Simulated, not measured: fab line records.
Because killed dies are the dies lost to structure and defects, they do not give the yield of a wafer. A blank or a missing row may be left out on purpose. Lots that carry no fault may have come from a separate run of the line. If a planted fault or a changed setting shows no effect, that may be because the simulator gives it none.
Matching of chambers ; flow sky130 ; SKY_FIELD_ISO_ETCH_17 on rie-si-02 has 4 sister chambers
The step etches Si in HBr/Cl2/O2, target depth 342 nm, time 97.7 s. 4 wafers are shown with their chamber, then 9 later ones without.

== WAFERS PAIRED WITH THEIR CHAMBERS ==
wafer;chamber;drypump-motor-current-A (A)
L242.5;2;6.5
L249.1;1;5.3
L249.3;0;5.8
L249.4;3;6.4

== WAFERS MISSING THEIR CHAMBER ==
wafer;drypump-motor-current-A (A)
L252.3;6.5
L252.5;6.5
L252.6;6.2
L253.1;5.8
L253.3;6.4
L253.6;5.3
L254.3;6.3
L254.5;6.5
L254.6;6.3

== CHAMBER TAKEN BY EACH ==
wafer;from the rows above;in truth
L252.3;can't be placed: 2 or 3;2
L252.5;can't be placed: 2 or 3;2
L252.6;can't be placed: 3 or 2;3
L253.1;0;0
L253.3;can't be placed: 3 or 2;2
L253.6;1;1
L254.3;can't be placed: 3 or 2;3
L254.5;can't be placed: 2 or 3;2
L254.6;can't be placed: 3 or 2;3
2 of 9 placed correctly. Can't be placed from these rows: 7 (the true chamber is among the candidates in 7). Number placed wrongly: 0.
How it was worked out, from the rows above alone: a wafer's distance from a chamber is the root of the sum, over the readings, of the square of ((its reading less the chamber's mean) divided by the reading's scatter). The wafer belongs to the nearest chamber; if the next one is less than 2 further off, it can't be placed. For every chamber, the mean is computed from those of its wafers that are shown. The scatter: root of mean squared gap, hidden wafer to nearest shown wafer, with one shown wafer a chamber.
